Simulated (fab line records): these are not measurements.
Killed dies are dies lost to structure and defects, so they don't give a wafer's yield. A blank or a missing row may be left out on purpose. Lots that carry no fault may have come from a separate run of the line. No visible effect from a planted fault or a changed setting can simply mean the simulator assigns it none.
Problem report, 8D (eight disciplines) form, completed by code	flow sky130	the parts of the form that need people (team, actions taken, sign-off) are left out

## 1. THE PROBLEM
Mean of strip time to endpoint s at SKY_LDD_HVP_STRIP_09: 4.439 s across 9 wafers in 3 lots; on wafers with no fault it is 4.135 s (standard deviation 0.016). Measured from the usual mean, that is +19 standard deviations.
The step: strips in O2/N2.
First seen on wafer L680.1, day 27 04:01, on plasma asher-04. Wafers with a number at this step in the record: 36, from 12 lots. The rule behind "out" and "out of limits": a value lying over 4 standard deviations away from the usual mean. The other wafers with a number count as sound.

## 2. WHAT THIS IS AND IS NOT
question	is	is not
which readings at this step	strip time to endpoint s	drypump motor current A
which lots	L680, L681, L683	L667, L668, L671, L672, L674, L676, L687, L688, L689
which wafers of those lots	all that have a number	-
read on which tools	plasma asher-03, plasma asher-04	plasma asher-02
when	from day 27 04:01	up to then (18 sound wafers); but 9 sound wafers of L687, L688, L689 came after

## 3. THE SUSPECTS, EACH WITH WHAT RULES IT OUT
Counting: any tool at a process step up to the reading is kept as a suspect provided that every lot that is out went through it and no sound lot did after the first of them.
- litho track-03 at SKY_LDD_HVP_COAT_02 (resist thk 300 nm): kept. It ran every lot that is out, first L680 (day 26 13:38), and no sound lot after that.
After counting, what remains is litho track-03 at SKY_LDD_HVP_COAT_02.

## 4. THE CAUSE (what the simulator had put in)
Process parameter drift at SKY_LDD_HVP_COAT_02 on litho track-03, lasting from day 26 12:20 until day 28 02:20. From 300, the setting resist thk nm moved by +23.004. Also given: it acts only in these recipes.
After counting, this tool was the only one left.

## 5. THE CHAIN OF EFFECTS, in route order
Each row: a reading whose mean over the struck wafers that have a number lies more than 3 standard deviations from the usual. Scope: only readings with a usual standard deviation given in the record; hours: median across lots of the time from each lot's start at the first step in this table that gives one to its start at this step; sigmas: change in usual standard deviations.
hours	step	reading	usual	on struck wafers	change	sigmas
0	SKY_LDD_HVP_STRIP_09	strip time to endpoint s	4.135 s	4.439	+0.304	+19
It contains these process steps:
- SKY_LDD_HVP_STRIP_09: strips in O2/N2.
Later steps that measure or inspect, where all struck wafers having a row at the step show a number for every such reading and not one has moved that far: SKY_LDD_LDN_OVL_MEAS_07.

## 6. WHAT WOULD HAVE CAUGHT IT SOONER
First out-of-limits reading in this record: day 27 04:01, which is 16 hours after fault onset at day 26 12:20.
Of the tool readings at SKY_LDD_HVP_COAT_02 for which the record gives a usual standard deviation, none was out on any struck wafer, so an alarm limit of 4 standard deviations on them would not have fired.
L683, from the lots that are out (3), started SKY_LDD_HVP_COAT_02 on litho track-03 later than day 27 04:01. A tool hold placed at that time would have kept it from harm.
